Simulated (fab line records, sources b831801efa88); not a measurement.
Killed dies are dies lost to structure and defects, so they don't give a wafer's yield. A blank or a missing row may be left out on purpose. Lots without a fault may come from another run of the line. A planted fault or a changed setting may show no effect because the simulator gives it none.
Which tool did it? | flow sfq_line | 15 lots, 45 wafers sampled, at 1 step of a route of 325

WHAT THE GAUGES READ, wafer by wafer
The record holds no reading of a measuring or inspecting step that can be judged against a usual standard deviation.

WHICH TOOL RAN EACH LOT (tool, then ch and the chambers of the sampled wafers, then the start)
lot  | SFQ_TRILAYER_M7_ETCH_METAL_ETCH_180
L120 | rie_metal-04 ch 0,1, day 82 10:01
L122 | rie_metal-04 ch 0,1, day 82 14:49
L123 | rie_metal-01 ch 0,1, day 82 19:10
L124 | rie_metal-02 ch 1, day 83 01:18
L126 | rie_metal-02 ch 0,1, day 83 15:34
L127 | rie_metal-01 ch 0,1, day 84 00:00
L128 | rie_metal-02 ch 0,1, day 84 02:24
L133 | rie_metal-01 ch 0,1, day 85 06:08
L134 | rie_metal-04 ch 0,1, day 86 16:53
L135 | rie_metal-01 ch 0,1, day 86 21:41
L136 | rie_metal-02 ch 0,1, day 87 03:44
L139 | rie_metal-01 ch 0,1, day 87 12:50
L141 | rie_metal-04 ch 0,1, day 90 10:43
L142 | rie_metal-02 ch 0,1, day 90 11:55
L143 | rie_metal-04 ch 0,1, day 90 14:26
- SFQ_TRILAYER_M7_ETCH_METAL_ETCH_180: etches Nb in Cl2/Ar, stops on SiO2, target depth 240 nm, time 120 s.

WHAT THE TOOLS THEMSELVES READ (means of the sampled wafers that have a number; where no wafer has one, the mark that the record gives instead)
SFQ_TRILAYER_M7_ETCH_METAL_ETCH_180.
lot  | tool         | bias_w (W) | chamber_pressure_mTorr (mTorr) | drypump_motor_current_A (A) | oes_product_au (a.u.) | rf_fwd_power_W (W)
L120 | rie_metal-04 | 80.03      | 10.005                         | 5.8                         | 0.873                 | 599.4
L122 | rie_metal-04 | 80.06      | 9.993                          | 6.0                         | 0.875                 | 596.1
L123 | rie_metal-01 | 80.32      | 10.007                         | 5.6                         | 0.869                 | 596.3
L124 | rie_metal-02 | 80.11      | 9.994                          | 6.3                         | 0.880                 | 593.8
L126 | rie_metal-02 | 80.10      | 10.005                         | 6.2                         | 0.876                 | 595.5
L127 | rie_metal-01 | 79.99      | 10.002                         | 5.5                         | 0.878                 | 594.7
L128 | rie_metal-02 | 79.89      | 10.000                         | 6.2                         | 0.870                 | 595.7
L133 | rie_metal-01 | 79.87      | 9.998                          | 5.7                         | 0.879                 | 595.6
L134 | rie_metal-04 | -          | -                              | -                           | -                     | -
L135 | rie_metal-01 | -          | -                              | -                           | -                     | -
L136 | rie_metal-02 | -          | -                              | -                           | -                     | -
L139 | rie_metal-01 | 80.26      | 9.999                          | 5.7                         | 0.877                 | 596.7
L141 | rie_metal-04 | 79.83      | 10.002                         | 6.0                         | 0.878                 | 597.5
L142 | rie_metal-02 | 80.15      | 10.002                         | 6.2                         | 0.870                 | 594.9
L143 | rie_metal-04 | 80.09      | 10.001                         | 6.0                         | 0.871                 | 595.9

THE ANSWER, worked out from the rows above alone
Rule: what is usual is taken from the lots themselves. Put in order of their means at a reading, lots are off if they are a third of the lots or fewer, leave a main group of 4 or more, and stand apart from it by a gap of 3 or more times the standard deviation of the main group's means; of several such gaps the widest counts. A main group whose means are all the same, to the digits that the tables above print for the reading, isn't used. A lot without any number at a reading at which 4 lots or more have one is off too. The other lots that the step has rows for count as sound. The gauges are gone through in route order, then the tools' own readings, and for those a lot's mean is taken as printed above. The first step at which some lot is off is used, and at that step the reading that is off furthest; a lot without a number counts as furthest.
Off: L134, L135, L136, at SFQ_TRILAYER_M7_ETCH_METAL_ETCH_180 (bias_w). Without a number there: L134, L135, L136. The main group: mean 80.06 W, standard deviation 0.14.
A tool fits if, at that step or a process step before it, it ran every lot that is off, and no sound lot after the first of them. None of those tried fits.

WHAT THE SIMULATOR HAD PUT IN
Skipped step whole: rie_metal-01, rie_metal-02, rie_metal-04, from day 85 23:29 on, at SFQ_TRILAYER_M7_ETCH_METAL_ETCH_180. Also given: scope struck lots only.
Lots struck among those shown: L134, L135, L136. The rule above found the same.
